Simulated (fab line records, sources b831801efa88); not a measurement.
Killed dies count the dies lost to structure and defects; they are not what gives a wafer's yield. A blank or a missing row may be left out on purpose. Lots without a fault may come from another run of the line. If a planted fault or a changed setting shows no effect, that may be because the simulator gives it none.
Which of the tools did it? :: flow sky130 :: 12 lots with 36 wafers sampled at 7 steps, on a route of 708 steps

== WHAT THE GAUGES READ, wafer by wafer ==
SKY_VT_ADJUST_HVTR_CD_MEAS_07: target cd 380 nm. Usual: cd-nm reads 380.1 nm (standard deviation 2.1).
lot: L299
measured: day 9 15:45
on: cd-sem-01
cd-nm (nm): 377.9 378.5 375.9
flag: 

lot: L303
measured: day 10 14:19
on: cd-sem-02
cd-nm (nm): 378.8 379.8 380.1
flag: 

lot: L305
measured: day 11 08:26
on: cd-sem-01
cd-nm (nm): 376.5 376.0 377.2
flag: 

lot: L306
measured: day 11 15:12
on: cd-sem-02
cd-nm (nm): 381.8 382.7 382.2
flag: 

lot: L307
measured: day 11 18:53
on: cd-sem-02
cd-nm (nm): - - -
flag: OFF

lot: L308
measured: day 12 07:51
on: cd-sem-02
cd-nm (nm): - - -
flag: OFF

lot: L309
measured: day 12 16:26
on: cd-sem-02
cd-nm (nm): - - -
flag: OFF

lot: L317
measured: day 15 07:16
on: cd-sem-02
cd-nm (nm): 377.8 377.1 375.7
flag: 

lot: L318
measured: day 15 13:34
on: cd-sem-02
cd-nm (nm): 381.8 379.3 382.2
flag: 

lot: L319
measured: day 15 20:21
on: cd-sem-01
cd-nm (nm): 379.5 380.2 381.8
flag: 

lot: L320
measured: day 16 01:55
on: cd-sem-01
cd-nm (nm): 380.0 382.3 381.1
flag: 

lot: L321
measured: day 16 07:30
on: cd-sem-02
cd-nm (nm): 381.3 381.5 380.5
flag: 

SKY_VT_ADJUST_PCH_TW_MEAS_10. Usual: VT_ADJUST_PCH_TW 143.2, standard deviation 1.3.
lot: L299
measured: day 10 14:43
on: film-metro-04
VT_ADJUST_PCH_TW: 140.9 140.7 141.3
flag: 

lot: L303
measured: day 11 13:04
on: film-metro-02
VT_ADJUST_PCH_TW: 144.5 143.7 144.3
flag: 

lot: L305
measured: day 12 09:46
on: film-metro-02
VT_ADJUST_PCH_TW: 143.8 143.9 143.8
flag: 

lot: L306
measured: day 12 16:23
on: film-metro-03
VT_ADJUST_PCH_TW: 142.0 142.3 142.9
flag: 

lot: L307
measured: day 12 19:29
on: film-metro-02
VT_ADJUST_PCH_TW: 226.3 224.9 226.2
flag: OFF

lot: L308
measured: day 13 09:20
on: film-metro-02
VT_ADJUST_PCH_TW: 227.2 225.3 224.8
flag: OFF

lot: L309
measured: day 13 18:46
on: film-metro-03
VT_ADJUST_PCH_TW: 220.8 223.7 222.6
flag: OFF

lot: L317
measured: day 16 11:46
on: film-metro-02
VT_ADJUST_PCH_TW: 144.0 143.4 143.6
flag: 

lot: L318
measured: day 16 18:42
on: film-metro-03
VT_ADJUST_PCH_TW: 144.7 143.7 143.5
flag: 

lot: L319
measured: day 17 01:28
on: film-metro-03
VT_ADJUST_PCH_TW: 143.1 143.8 143.5
flag: 

lot: L320
measured: day 17 07:45
on: film-metro-03
VT_ADJUST_PCH_TW: 143.2 143.7 142.9
flag: 

lot: L321
measured: day 17 12:04
on: film-metro-03
VT_ADJUST_PCH_TW: 143.6 143.6 143.3
flag: 

SKY_SONOS_TUNNEL_TW_MEAS_12. Usual: SONOS_TUNNEL_TW 197.5, standard deviation 1.3.
lot: L299
measured: day 11 13:07
on: film-metro-03
SONOS_TUNNEL_TW: 196.0 196.2 196.4
flag: 

lot: L303
measured: day 12 14:09
on: film-metro-02
SONOS_TUNNEL_TW: 198.9 199.1 198.2
flag: 

lot: L305
measured: day 13 11:22
on: film-metro-03
SONOS_TUNNEL_TW: 197.4 196.2 196.6
flag: 

lot: L306
measured: day 13 18:37
on: film-metro-01
SONOS_TUNNEL_TW: 198.2 196.5 195.8
flag: 

lot: L307
measured: day 13 21:35
on: film-metro-01
SONOS_TUNNEL_TW: 247.8 246.9 249.0
flag: OFF

lot: L308
measured: day 14 11:55
on: film-metro-02
SONOS_TUNNEL_TW: 251.5 251.7 252.3
flag: OFF

lot: L309
measured: day 14 22:11
on: film-metro-02
SONOS_TUNNEL_TW: 252.4 251.5 250.4
flag: OFF

lot: L317
measured: day 17 16:32
on: film-metro-03
SONOS_TUNNEL_TW: 199.0 198.8 199.3
flag: 

lot: L318
measured: day 17 23:54
on: film-metro-03
SONOS_TUNNEL_TW: 197.9 197.5 198.0
flag: 

lot: L319
measured: day 18 07:32
on: film-metro-03
SONOS_TUNNEL_TW: 197.6 198.3 197.6
flag: 

lot: L320
measured: day 18 13:42
on: film-metro-03
SONOS_TUNNEL_TW: 197.4 197.8 199.6
flag: 

lot: L321
measured: day 18 18:29
on: film-metro-03
SONOS_TUNNEL_TW: 197.9 198.9 198.1
flag: 

SKY_METAL1_CD_MEAS_15: target cd 140 nm. Usual: cd-nm reads 140.2 nm (standard deviation 1.5).
lot: L299
measured: day 33 00:48
on: cd-sem-02
cd-nm (nm): 141.3 141.2 141.2
flag: 

lot: L303
measured: day 34 00:03
on: cd-sem-01
cd-nm (nm): 140.5 138.7 138.3
flag: 

lot: L305
measured: day 34 23:02
on: cd-sem-01
cd-nm (nm): 140.3 141.7 141.6
flag: 

lot: L306
measured: day 35 08:59
on: cd-sem-01
cd-nm (nm): 141.4 140.9 140.6
flag: 

lot: L307
measured: day 35 09:07
on: cd-sem-02
cd-nm (nm): 139.1 138.8 137.6
flag: 

lot: L308
measured: day 35 17:02
on: cd-sem-02
cd-nm (nm): 140.5 140.7 142.5
flag: 

lot: L309
measured: day 36 11:37
on: cd-sem-02
cd-nm (nm): 142.3 141.8 143.0
flag: 

lot: L317
measured: day 38 22:26
on: cd-sem-02
cd-nm (nm): 140.5 140.2 139.9
flag: 

lot: L318
measured: day 39 06:10
on: cd-sem-02
cd-nm (nm): 140.4 140.3 140.7
flag: 

lot: L319
measured: day 39 16:17
on: cd-sem-01
cd-nm (nm): 140.7 139.5 139.3
flag: 

lot: L320
measured: day 40 03:19
on: cd-sem-01
cd-nm (nm): 139.9 140.8 140.3
flag: 

lot: L321
measured: day 40 05:42
on: cd-sem-01
cd-nm (nm): 139.4 140.5 140.6
flag: 

SKY_METAL1_OVL_MEAS_16. Usual: METAL1_OVL 1 nm, standard deviation 5.4.
lot: L299
measured: day 33 00:55
on: overlay-01
METAL1_OVL (nm): 7 -1 -9
flag: 

lot: L303
measured: day 34 00:10
on: overlay-02
METAL1_OVL (nm): 2 -5 7
flag: 

lot: L305
measured: day 34 23:10
on: overlay-01
METAL1_OVL (nm): -5 5 -11
flag: 

lot: L306
measured: day 35 09:07
on: overlay-01
METAL1_OVL (nm): 7 3 -2
flag: 

lot: L307
measured: day 35 09:13
on: overlay-02
METAL1_OVL (nm): 0 1 -1
flag: 

lot: L308
measured: day 35 17:10
on: overlay-02
METAL1_OVL (nm): 3 3 9
flag: 

lot: L309
measured: day 36 11:44
on: overlay-02
METAL1_OVL (nm): 2 -6 -6
flag: 

lot: L317
measured: day 38 22:34
on: overlay-02
METAL1_OVL (nm): -2 4 3
flag: 

lot: L318
measured: day 39 06:16
on: overlay-01
METAL1_OVL (nm): -8 -8 -3
flag: 

lot: L319
measured: day 39 16:24
on: overlay-01
METAL1_OVL (nm): 5 11 8
flag: 

lot: L320
measured: day 40 03:26
on: overlay-02
METAL1_OVL (nm): -5 -14 -5
flag: 

lot: L321
measured: day 40 05:49
on: overlay-02
METAL1_OVL (nm): -3 -7 -6
flag: 

== WHICH TOOL RAN EACH LOT (tool, then ch and the chambers of the sampled wafers, then the start) ==
lot: L299
SKY_VT_ADJUST_HVTR_COAT_02: litho-track-03 ch 0, day 9 04:19
SKY_CONTACT_CVD_24: cvd-w-01 ch 0,1, day 31 20:52

lot: L303
SKY_VT_ADJUST_HVTR_COAT_02: litho-track-02 ch 0, day 10 02:11
SKY_CONTACT_CVD_24: cvd-w-02 ch 0,1, day 32 20:26

lot: L305
SKY_VT_ADJUST_HVTR_COAT_02: litho-track-03 ch 0, day 10 21:52
SKY_CONTACT_CVD_24: cvd-w-02 ch 0,1, day 33 19:33

lot: L306
SKY_VT_ADJUST_HVTR_COAT_02: litho-track-03 ch 0, day 11 02:40
SKY_CONTACT_CVD_24: cvd-w-02 ch 0,1, day 34 05:43

lot: L307
SKY_VT_ADJUST_HVTR_COAT_02: litho-track-03, day 11 06:07
SKY_CONTACT_CVD_24: cvd-w-01 ch 0,1, day 34 06:03

lot: L308
SKY_VT_ADJUST_HVTR_COAT_02: litho-track-03, day 11 19:28
SKY_CONTACT_CVD_24: cvd-w-02 ch 0,1, day 34 13:41

lot: L309
SKY_VT_ADJUST_HVTR_COAT_02: litho-track-03, day 12 04:11
SKY_CONTACT_CVD_24: cvd-w-01 ch 0,1, day 35 08:03

lot: L317
SKY_VT_ADJUST_HVTR_COAT_02: litho-track-03 ch 0, day 14 17:25
SKY_CONTACT_CVD_24: cvd-w-02 ch 0,1, day 37 19:58

lot: L318
SKY_VT_ADJUST_HVTR_COAT_02: litho-track-02 ch 0, day 14 23:43
SKY_CONTACT_CVD_24: cvd-w-02 ch 0, day 38 03:53

lot: L319
SKY_VT_ADJUST_HVTR_COAT_02: litho-track-03 ch 0, day 15 06:22
SKY_CONTACT_CVD_24: cvd-w-02 ch 1, day 38 14:22

lot: L320
SKY_VT_ADJUST_HVTR_COAT_02: litho-track-02 ch 0, day 15 11:46
SKY_CONTACT_CVD_24: cvd-w-02 ch 0, day 39 01:34

lot: L321
SKY_VT_ADJUST_HVTR_COAT_02: litho-track-02 ch 0, day 15 16:41
SKY_CONTACT_CVD_24: cvd-w-02 ch 0,1, day 39 03:48
- SKY_VT_ADJUST_HVTR_COAT_02: resist thk 1140 nm.
- SKY_CONTACT_CVD_24: deposits W, target thk 340 nm, time 102.12 s.

== WHAT THE TOOLS THEMSELVES READ (means of the sampled wafers that have a number; where no wafer has one, the mark that the record gives instead) ==
SKY_VT_ADJUST_HVTR_COAT_02. Usual: chill-plate-temp-C 23.01 C, standard deviation 0.11; dispense-pressure-kPa 47.2 kPa, standard deviation 1.1.
lot: L299
tool: litho-track-03
chill-plate-temp-C (C): 22.97
dispense-pressure-kPa (kPa): 46.6
flag: 

lot: L303
tool: litho-track-02
chill-plate-temp-C (C): 23.13
dispense-pressure-kPa (kPa): 48.7
flag: 

lot: L305
tool: litho-track-03
chill-plate-temp-C (C): 23.04
dispense-pressure-kPa (kPa): 46.6
flag: 

lot: L306
tool: litho-track-03
chill-plate-temp-C (C): 23.03
dispense-pressure-kPa (kPa): 46.6
flag: 

lot: L307
tool: litho-track-03
chill-plate-temp-C (C): -
dispense-pressure-kPa (kPa): -
flag: OFF

lot: L308
tool: litho-track-03
chill-plate-temp-C (C): -
dispense-pressure-kPa (kPa): -
flag: OFF

lot: L309
tool: litho-track-03
chill-plate-temp-C (C): -
dispense-pressure-kPa (kPa): -
flag: OFF

lot: L317
tool: litho-track-03
chill-plate-temp-C (C): 22.92
dispense-pressure-kPa (kPa): 46.6
flag: 

lot: L318
tool: litho-track-02
chill-plate-temp-C (C): 23.02
dispense-pressure-kPa (kPa): 48.6
flag: 

lot: L319
tool: litho-track-03
chill-plate-temp-C (C): 23.06
dispense-pressure-kPa (kPa): 46.6
flag: 

lot: L320
tool: litho-track-02
chill-plate-temp-C (C): 23.05
dispense-pressure-kPa (kPa): 48.6
flag: 

lot: L321
tool: litho-track-02
chill-plate-temp-C (C): 22.98
dispense-pressure-kPa (kPa): 48.6
flag: 

SKY_CONTACT_CVD_24. Usual: heater-power-w reads 820 W (standard deviation 81).
lot: L299
tool: cvd-w-01
heater-power-w (W): 880
flag: 

lot: L303
tool: cvd-w-02
heater-power-w (W): 750
flag: 

lot: L305
tool: cvd-w-02
heater-power-w (W): 806
flag: 

lot: L306
tool: cvd-w-02
heater-power-w (W): 803
flag: 

lot: L307
tool: cvd-w-01
heater-power-w (W): 909
flag: 

lot: L308
tool: cvd-w-02
heater-power-w (W): 804
flag: 

lot: L309
tool: cvd-w-01
heater-power-w (W): 888
flag: 

lot: L317
tool: cvd-w-02
heater-power-w (W): 818
flag: 

lot: L318
tool: cvd-w-02
heater-power-w (W): 853
flag: 

lot: L319
tool: cvd-w-02
heater-power-w (W): 709
flag: 

lot: L320
tool: cvd-w-02
heater-power-w (W): 866
flag: 

lot: L321
tool: cvd-w-02
heater-power-w (W): 766
flag: 

== THE ANSWER, worked out from the rows above alone ==
Rule: a lot is off if the mean of its wafers that have a number lies more than 3 standard deviations from the usual mean. A lot without any number at a reading at which 4 lots or more have one is off too. Any other lot the step has rows for is counted as sound. Order of review: gauges by route order, followed by the tools' own readings, for which a lot's mean as printed above is used. At the first step where some lot is off, the reading lying furthest off is the one used; lots without a number count as furthest.
Off: L307, L308, L309 (SKY_VT_ADJUST_HVTR_CD_MEAS_07, cd-nm). Without a number there: L307, L308, L309.
A tool fits if, at a process step before that reading, it ran every lot that is off, and no sound lot after the first of them. The gauges at SKY_VT_ADJUST_HVTR_CD_MEAS_07 aren't tried: what is off there is off at SKY_VT_ADJUST_PCH_TW_MEAS_10 too, on other tools, and a gauge's error can't cause that. No candidate that was tried fits.

== WHAT THE SIMULATOR HAD PUT IN ==
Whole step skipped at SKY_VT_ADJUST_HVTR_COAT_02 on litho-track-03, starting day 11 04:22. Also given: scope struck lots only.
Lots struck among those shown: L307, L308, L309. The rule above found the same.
